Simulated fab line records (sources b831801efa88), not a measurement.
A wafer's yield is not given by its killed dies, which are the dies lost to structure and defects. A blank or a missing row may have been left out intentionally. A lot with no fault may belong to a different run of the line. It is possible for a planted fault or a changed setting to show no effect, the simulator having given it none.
Which tool is to blame? | flow gf180mcu | 13 lots, 39 wafers sampled, at 5 steps of a route of 602

## WHAT THE GAUGES SHOWED, per wafer
GF_VT_IMPLANT_OVL_MEAS_18. Usual: for VT_IMPLANT_01_OVL the level is 0.3 nm and the standard deviation is 1.3.
lot  | measured     | on         | VT_IMPLANT_01_OVL (nm) | flag
L844 | day 6 05:00  | overlay-01 | -0.1 0.4 -0.6          |
L846 | day 6 18:54  | overlay-01 | 0.5 -0.6 -0.5          |
L848 | day 7 06:54  | overlay-02 | -2.9 0.2 -0.1          |
L849 | day 7 13:03  | overlay-02 | 2.7 0.3 -2.0           |
L850 | day 7 19:37  | overlay-02 | 2.2 0.3 0.7            |
L851 | day 8 04:57  | overlay-02 | -1.5 -0.5 -2.6         |
L852 | day 8 10:45  | overlay-01 | 2.6 -0.6 0.4           |
L855 | day 9 02:34  | overlay-02 | 1.1 0.7 0.7            |
L857 | day 9 18:15  | overlay-02 | 1.4 2.6 1.9            |
L858 | day 9 23:30  | overlay-02 | 1.9 1.0 0.2            |
L860 | day 10 11:40 | overlay-01 | -0.5 -0.9 0.7          |
L861 | day 10 17:24 | overlay-02 | -1.6 -0.4 -0.4         |
L862 | day 11 04:33 | overlay-01 | 1.3 0.7 1.3            |

GF_POLY_GATE_THK_MEAS_01. Usual: for POLY_GATE_CVD_00_THK the level is 199.4 nm and the standard deviation is 1.6.
lot  | measured     | on            | POLY_GATE_CVD_00_THK (nm) | flag
L844 | day 8 10:55  | film_metro-03 | 201.2 200.5 199.9         |
L846 | day 9 03:35  | film_metro-01 | 200.4 201.1 199.3         |
L848 | day 9 14:19  | film_metro-03 | 198.8 197.4 199.4         |
L849 | day 9 18:22  | film_metro-01 | 199.0 201.0 201.0         |
L850 | day 10 05:17 | film_metro-03 | 199.0 199.3 200.5         |
L851 | day 10 13:53 | film_metro-01 | 197.3 197.7 195.6         |
L852 | day 10 20:25 | film_metro-03 | 197.3 198.9 199.3         |
L855 | day 11 14:25 | film_metro-04 | 201.2 201.6 200.8         |
L857 | day 12 07:36 | film_metro-04 | 200.4 200.4 200.8         |
L858 | day 12 14:22 | film_metro-01 | 200.6 199.2 199.6         |
L860 | day 13 03:04 | film_metro-04 | 240.2 238.5 234.1         | OFF
L861 | day 13 10:58 | film_metro-03 | 233.1 237.0 240.0         | OFF
L862 | day 14 00:32 | film_metro-01 | 203.1 209.7 220.3         | OFF

GF_HV_LDD_OVL_MEAS_08. Usual: for HV_LDD_OVL the level is -1.0 nm and the standard deviation is 1.1.
lot  | measured     | on         | HV_LDD_OVL (nm) | flag
L844 | day 9 22:16  | overlay-01 | -1.4 1.7 -1.4   |
L846 | day 10 17:13 | overlay-01 | -3.1 -2.4 -3.4  |
L848 | day 11 04:53 | overlay-01 | 0.5 -1.7 -0.3   |
L849 | day 11 07:52 | overlay-01 | -2.4 -1.0 -1.9  |
L850 | day 11 21:49 | overlay-02 | 0.3 -0.5 0.2    |
L851 | day 12 04:13 | overlay-02 | -0.8 0.1 1.2    |
L852 | day 12 11:58 | overlay-01 | 0.2 0.5 -0.8    |
L855 | day 13 08:04 | overlay-01 | -0.3 -0.2 -1.9  |
L857 | day 14 04:05 | overlay-02 | -0.8 -1.9 -0.4  |
L858 | day 14 09:38 | overlay-02 | -1.5 -3.1 -1.1  |
L860 | day 14 21:35 | overlay-02 | -0.3 0.2 -2.2   |
L861 | day 15 05:49 | overlay-02 | -0.7 0.6 -1.8   |
L862 | day 15 20:13 | overlay-01 | 0.5 1.1 -1.2    |

## WHICH TOOL RAN EACH LOT (tool, then ch and the chambers of the sampled wafers, then the start)
lot  | GF_VT_IMPLANT_RTA_45             | GF_POLY_GATE_CVD_00
L844 | rtp_anneal-02 ch 0, day 7 12:18  | lpcvd-02 ch 0, day 8 09:34
L846 | rtp_anneal-01 ch 0, day 8 03:37  | lpcvd-01 ch 0, day 9 02:15
L848 | rtp_anneal-02 ch 0, day 8 14:41  | lpcvd-02 ch 1, day 9 12:59
L849 | rtp_anneal-01 ch 0, day 8 20:57  | lpcvd-01 ch 0, day 9 17:01
L850 | rtp_anneal-01 ch 0, day 9 04:52  | lpcvd-02 ch 0, day 10 03:17
L851 | rtp_anneal-02 ch 0, day 9 14:38  | lpcvd-01 ch 1, day 10 12:34
L852 | rtp_anneal-02 ch 0, day 9 21:01  | lpcvd-01 ch 1, day 10 19:04
L855 | rtp_anneal-01 ch 0, day 10 14:20 | lpcvd-01 ch 1, day 11 13:05
L857 | rtp_anneal-02 ch 0, day 11 07:03 | lpcvd-01 ch 1, day 12 06:15
L858 | rtp_anneal-01 ch 0, day 11 13:01 | lpcvd-02 ch 0, day 12 12:21
L860 | rtp_anneal-01 ch 0, day 12 01:41 | lpcvd-02 ch 0, day 13 01:43
L861 | rtp_anneal-02 ch 0, day 12 06:53 | lpcvd-02 ch 0, day 13 09:38
L862 | rtp_anneal-01 ch 0, day 12 20:11 | lpcvd-02 ch 0, day 13 23:12
- GF_VT_IMPLANT_RTA_45: time 30 s.
- GF_POLY_GATE_CVD_00: deposits poly-Si, target thk 200 nm, time 1200 s.

## WHAT THE TOOLS THEMSELVES READ (means of the sampled wafers that have a number; where no wafer has one, the mark that the record gives instead)
GF_VT_IMPLANT_RTA_45. Usual: lamp_power_pct 32.8 %, standard deviation 1.3; wafer_temp_C_max 1054.9, standard deviation 0.88.
lot  | tool          | lamp_power_pct (%) | wafer_temp_C_max | flag
L844 | rtp_anneal-02 | 33.8               | 1056.2           |
L846 | rtp_anneal-01 | 31.3               | 1056.3           |
L848 | rtp_anneal-02 | 33.8               | 1055.0           |
L849 | rtp_anneal-01 | 31.3               | 1054.9           |
L850 | rtp_anneal-01 | 31.3               | 1055.3           |
L851 | rtp_anneal-02 | 33.8               | 1055.5           |
L852 | rtp_anneal-02 | 33.8               | 1055.0           |
L855 | rtp_anneal-01 | 31.2               | 1055.5           |
L857 | rtp_anneal-02 | 33.8               | 1054.8           |
L858 | rtp_anneal-01 | 31.3               | 1055.4           |
L860 | rtp_anneal-01 | 31.2               | 1054.2           |
L861 | rtp_anneal-02 | 33.8               | 1053.9           |
L862 | rtp_anneal-01 | 31.3               | 1054.9           |

GF_POLY_GATE_CVD_00. Usual: pressure_mtorr 200.0 mTorr, standard deviation 0.45; spike_tc_centre_C 620.6 C, standard deviation 1.1; spike_tc_upper_C 619.9 C, standard deviation 1; zone_power_bottom_pct 13.8 %, standard deviation 0.68; zone_power_centre_pct 9.0 %, standard deviation 1.1; zone_power_lower_pct 9.0 %, standard deviation 0.35.
lot  | tool     | pressure_mtorr (mTorr) | spike_tc_centre_C (C) | spike_tc_upper_C (C) | zone_power_bottom_pct (%) | zone_power_centre_pct (%) | zone_power_lower_pct (%) | flag
L844 | lpcvd-02 | 200.1                  | 621.0                 | 620.9                | 14.0                      | 8.6                       | 8.8                      |
L846 | lpcvd-01 | 200.5                  | 621.8                 | 620.3                | 15.1                      | 9.7                       | 8.9                      |
L848 | lpcvd-02 | 199.7                  | 620.6                 | 619.9                | 13.5                      | 11.0                      | 9.6                      |
L849 | lpcvd-01 | 199.7                  | 621.1                 | 620.5                | 15.1                      | 9.7                       | 9.0                      |
L850 | lpcvd-02 | 200.5                  | 621.2                 | 619.5                | 14.1                      | 8.8                       | 8.7                      |
L851 | lpcvd-01 | 200.1                  | 619.6                 | 620.5                | 13.1                      | 7.7                       | 9.0                      |
L852 | lpcvd-01 | 200.2                  | 619.9                 | 620.4                | 13.0                      | 7.7                       | 8.8                      |
L855 | lpcvd-01 | 200.2                  | 620.6                 | 619.0                | 12.9                      | 7.7                       | 9.0                      |
L857 | lpcvd-01 | 199.6                  | 619.6                 | 620.5                | 13.1                      | 7.6                       | 8.8                      |
L858 | lpcvd-02 | 199.6                  | 620.1                 | 618.8                | 14.1                      | 8.7                       | 8.7                      |
L860 | lpcvd-02 | 199.8                  | 639.7                 | 616.7                | 14.3                      | 11.7                      | 7.1                      | OFF
L861 | lpcvd-02 | 200.0                  | 638.6                 | 617.1                | 14.2                      | 11.7                      | 7.2                      | OFF
L862 | lpcvd-02 | 199.8                  | 639.8                 | 617.1                | 14.3                      | 11.7                      | 7.1                      | OFF

## THE ANSWER, worked out from the rows above alone
Rule: lot off if the mean of its wafers having a number is beyond 3 standard deviations from the usual mean. A lot without any number at a reading at which 4 lots or more have one is off too. The other lots that the step has rows for count as sound. First the gauges in route order, then the tools' own readings, where a lot's mean is used as printed above. The first step at which some lot is off is used, and at that step the reading that is off furthest; a lot without a number counts as furthest.
Off: L860, L861, L862, at GF_POLY_GATE_THK_MEAS_01 (POLY_GATE_CVD_00_THK).
A tool fits if, at a process step before that reading, it ran every lot that is off, and no sound lot after the first of them. The gauges at GF_POLY_GATE_THK_MEAS_01 aren't tried: what is off there is off at GF_POLY_GATE_CVD_00 too, on other tools, and a gauge's error can't cause that. One fits: GF_POLY_GATE_CVD_00 on lpcvd-02. A fault onset in the window from L858 (day 12 12:21, its last sound lot) to L860 (day 13 01:43, its first lot off) fits.
The tool's own readings at GF_POLY_GATE_CVD_00 bear it out: on the lots that are off they differ by more than 5 times the standard deviation of the sound lots' means. spike_tc_centre_C reads 639.4 C there against 620.5 C on the sound lots; zone_power_lower_pct reads 7.1 % there against 8.9 % on the sound lots.

## WHAT WAS PUT IN BY THE SIMULATOR
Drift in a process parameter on lpcvd-02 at GF_POLY_GATE_CVD_00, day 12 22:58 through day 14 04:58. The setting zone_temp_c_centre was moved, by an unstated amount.
Shown lots that were struck: L860, L861, L862. The same result came from the rule above.
